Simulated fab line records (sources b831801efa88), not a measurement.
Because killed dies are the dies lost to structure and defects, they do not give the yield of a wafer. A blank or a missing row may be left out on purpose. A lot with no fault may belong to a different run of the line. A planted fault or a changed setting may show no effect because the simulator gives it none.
A single fault, viewed from 2 desks -- flow sfq line -- each desk has only its own numbers; what lay behind them comes last

## AT THE METROLOGY DESK
Means of the sampled wafers that have a number, per lot and without regard to the tool the lot ran on: this is what the gauges read. If a lot's mean is further than 4 standard deviations from the usual mean, the lot is out of limits and carries the mark OUT (the distance appears in the brackets).
Columns: A = I3_BOW at SFQ_I3_BOW_MEAS_922, usual 3 um; B = J5_OVL at SFQ_JJ_OVL_MEAS_931, usual 1 nm
lot,first seen here,A,B
L201,day 40 03:37,-10,3
L202,day 40 12:38,6,5
L204,day 40 18:40,1,2
L205,day 40 21:36,-3,4
L207,day 41 06:14,7,5
L208,day 41 09:16,-3,-6
L211,day 42 21:13,8,-4
L212,day 42 22:35,-2,-2
L214,day 43 15:13,4,-1
L218,day 45 04:30,11,2
L220,day 45 13:36,-6,-5
L221,day 45 22:31,-2,-0
L223,day 47 05:38,4,1
L224,day 47 17:40,5,6
This desk found nothing out of limits on any of the 14 lots.

## THE TOOL OWNER'S DESK: rie metal-04
The tool's own readings at SFQ_TRILAYER_JJ_CE_BARC_OPEN_RIE_150 (chemistry O2, target BARC, target depth 240 nm, time 80 s): means of the sampled wafers that have a number, for each lot that ran on this tool. If a lot's mean is further than 4 standard deviations from the usual mean, the lot is out of limits and carries the mark OUT (the distance appears in the brackets).
Columns: A = bias w at SFQ_TRILAYER_JJ_CE_BARC_OPEN_RIE_150, usual 79.99 W; B = drypump motor current A at SFQ_TRILAYER_JJ_CE_BARC_OPEN_RIE_150, usual 5.9 A; C = oes product au at SFQ_TRILAYER_JJ_CE_BARC_OPEN_RIE_150, usual 0.539 a.u.
lot,first seen here,A,B,C
L207,day 52 18:06,80.05,6.2,0.541
L218,day 57 09:48,80.19,6.2,0.544
L220,day 58 11:04,89.16 (+37) OUT,6.2,0.539
L221,day 58 14:41,88.99 (+36) OUT,6.2,0.540
This desk's finding: out of limits on L220, L221; first on L220, day 58 11:04 (bias w at SFQ_TRILAYER_JJ_CE_BARC_OPEN_RIE_150). In limits: L207, L218.

## ALL TOGETHER
At day 58 11:04, on L220, L221, the tool owner's desk was in a position to raise an alarm.
At the metrology desk, nothing out of limits was observed.
The metrology desk holds a record of L220, L221, inside its limits.
The lots listed all ran SFQ_TRILAYER_JJ_CE_BARC_OPEN_RIE_150 on rie metal-04.

## WHAT THE SIMULATOR PUT IN
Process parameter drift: rie metal-04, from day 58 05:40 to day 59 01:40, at SFQ_TRILAYER_JJ_CE_BARC_OPEN_RIE_150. Setting bias w shifted by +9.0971 from 80. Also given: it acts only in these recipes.
Lots struck among those shown: L220, L221.
How many hours passed from the start of the fault until each desk's first out-of-limits reading: the tool owner's desk, 5.
